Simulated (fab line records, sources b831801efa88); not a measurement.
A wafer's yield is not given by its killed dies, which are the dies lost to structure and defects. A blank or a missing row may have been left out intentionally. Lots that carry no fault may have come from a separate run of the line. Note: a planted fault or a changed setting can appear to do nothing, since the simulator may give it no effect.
The tool behind it: which one?    flow gf180mcu    Sampling: 14 lots, 42 wafers, 5 of 602 route steps

WHAT THE GAUGES READ, wafer by wafer
GF_NWELL_TW_MEAS_11.
lot   measured     on            NWELL_TW
L344  day 3 06:46  filmMetro-02  1566 1571 1581
L348  day 4 06:34  filmMetro-03  1576 1566 1567
L349  day 4 10:56  filmMetro-03  1584 1566 1571
L350  day 4 15:06  filmMetro-02  1566 1559 1564
L352  day 5 02:29  filmMetro-03  1569 1578 1577
L351  day 5 03:37  filmMetro-04  1590 1584 1578
L355  day 6 11:07  filmMetro-02  1557 1564 1558
L357  day 6 11:58  filmMetro-02  1565 1570 1562
L361  day 7 07:46  filmMetro-04  1582 1587 1580
L360  day 7 07:55  filmMetro-03  1581 1581 1574
L363  day 7 22:07  filmMetro-04  1586 1585 1588
L365  day 8 05:48  filmMetro-03  1574 1570 1579
L366  day 8 08:46  filmMetro-04  1586 1584 1580
L367  day 8 13:08  filmMetro-04  1587 1587 1580

GF_VT_IMPLANT_OVL_MEAS_07.
lot   measured      on          VT_IMPLANT_OVL (nm)
L344  day 5 11:32   overlay-02  0.2 0.7 -1.6
L348  day 6 13:04   overlay-01  1.7 2.7 1.3
L349  day 6 18:17   overlay-01  2.6 1.3 2.3
L350  day 6 23:05   overlay-02  -2.4 -2.1 -2.2
L352  day 7 11:53   overlay-02  2.4 2.4 2.3
L351  day 7 14:23   overlay-01  0.0 0.4 -0.3
L355  day 9 02:10   overlay-02  3.7 2.2 2.3
L357  day 9 03:52   overlay-02  -0.1 -0.3 -1.1
L361  day 10 03:20  overlay-02  -0.5 1.0 -0.3
L360  day 10 03:31  overlay-01  -0.3 1.8 1.1
L363  day 10 19:28  overlay-01  1.4 0.3 0.9
L365  day 11 03:23  overlay-02  -1.7 -1.2 -2.1
L366  day 11 07:37  overlay-02  0.2 0.7 0.9
L367  day 11 11:52  overlay-02  0.7 1.2 1.1

GF_VT_IMPLANT_TW_MEAS_21.
lot   measured      on            VT_IMPLANT_2_TW
L344  day 6 01:43   filmMetro-04  1218 1222 1213
L348  day 7 03:51   filmMetro-04  1223 1219 1214
L349  day 7 09:38   filmMetro-01  1245 1238 1249
L350  day 7 15:10   filmMetro-04  1264 1264 1265 1270 1266 1265
L352  day 8 04:46   filmMetro-01  1244 1251 1247 1248 1250 1247
L351  day 8 06:40   filmMetro-04  1226 1216 1223
L355  day 9 19:55   filmMetro-03  1210 1212 1214
L357  day 9 22:16   filmMetro-04  1207 1206 1208
L361  day 10 21:13  filmMetro-01  1204 1205 1205
L360  day 10 21:31  filmMetro-03  1223 1222 1217
L363  day 11 13:34  filmMetro-03  1219 1220 1220
L365  day 11 21:58  filmMetro-01  1188 1190 1194
L366  day 12 02:10  filmMetro-04  1216 1215 1221
L367  day 12 07:29  filmMetro-04  1212 1212 1218

GF_HV_LDD_CD_MEAS_19: the cd target is 400 nm.
lot   measured      on        cdNm (nm)
L344  day 10 12:44  cdSem-01  399.1 397.7 399.3
L348  day 11 21:20  cdSem-02  402.3 402.9 404.7
L349  day 12 01:08  cdSem-02  398.2 399.1 397.8
L350  day 12 12:35  cdSem-01  400.0 401.3 401.0
L352  day 13 01:11  cdSem-01  399.0 399.4 401.3
L351  day 13 04:39  cdSem-01  396.8 397.2 396.3
L355  day 14 23:31  cdSem-02  402.0 400.3 401.4
L357  day 15 01:34  cdSem-01  401.9 399.1 399.2
L361  day 16 07:44  cdSem-02  398.8 398.5 398.7
L360  day 16 08:50  cdSem-02  400.0 397.5 400.6
L363  day 17 04:29  cdSem-01  399.5 399.0 399.4
L365  day 17 11:32  cdSem-01  399.0 397.5 400.6
L366  day 17 16:49  cdSem-01  399.8 401.2 401.5
L367  day 18 00:25  cdSem-01  404.6 402.3 401.5

EACH LOT AND THE TOOL THAT RAN IT (in order: tool; ch and the chambers of the sampled wafers; start)
lot   GF_VT_IMPLANT_IMPLANT_19
L344  implanter-04 ch 0, day 6 01:28
L348  implanter-03 ch 0, day 7 03:36
L349  implanter-04 ch 0, day 7 09:25
L350  implanter-04 ch 0, day 7 14:55
L352  implanter-04 ch 0, day 8 04:32
L351  implanter-03 ch 0, day 8 06:26
L355  implanter-03 ch 0, day 9 19:40
L357  implanter-03 ch 0, day 9 22:01
L361  implanter-02 ch 0, day 10 20:59
L360  implanter-04 ch 0, day 10 21:16
L363  implanter-04 ch 0, day 11 13:19
L365  implanter-03 ch 0, day 11 21:43
L366  implanter-02 ch 0, day 12 01:56
L367  implanter-02 ch 0, day 12 07:16
- GF_VT_IMPLANT_IMPLANT_19

AS READ BY THE TOOLS THEMSELVES (means over the sampled wafers that have a number; for cases with no such wafer, the mark the record gives instead)
GF_VT_IMPLANT_IMPLANT_19.
lot   tool          beamEnergyKeV
L344  implanter-04  100.00
L348  implanter-03  99.99
L349  implanter-04  114.68
L350  implanter-04  114.67
L352  implanter-04  114.69
L351  implanter-03  100.01
L355  implanter-03  100.00
L357  implanter-03  100.01
L361  implanter-02  100.01
L360  implanter-04  99.98
L363  implanter-04  99.98
L365  implanter-03  99.99
L366  implanter-02  100.00
L367  implanter-02  99.96

THE ANSWER, worked out from the rows above alone
Rule: usual is defined by the lots themselves. Put in order of their means at a reading, lots are off if they are a third of the lots or fewer, leave a main group of 4 or more, and stand apart from it by a gap of 3 or more times the standard deviation of the main group's means; of several such gaps the widest counts. The tables above print the reading to a certain number of digits; a main group whose means all agree to those digits is not used. Also off: a lot with no number at a reading for which 4 or more lots have one. The other lots that the step has rows for count as sound. First the gauges in route order, then the tools' own readings, where a lot's mean is used as printed above. The first step at which some lot is off is used, and at that step the reading that is off furthest; a lot without a number counts as furthest.
Off: L349, L350, L352 (GF_VT_IMPLANT_IMPLANT_19, beamEnergyKeV). For the main group the mean is 99.99 and the standard deviation 0.015.
A tool fits if, at that step or a process step before it, it ran every lot that is off, and no sound lot after the first of them. Of those tried, none fits.

WHAT THE SIMULATOR PUT IN
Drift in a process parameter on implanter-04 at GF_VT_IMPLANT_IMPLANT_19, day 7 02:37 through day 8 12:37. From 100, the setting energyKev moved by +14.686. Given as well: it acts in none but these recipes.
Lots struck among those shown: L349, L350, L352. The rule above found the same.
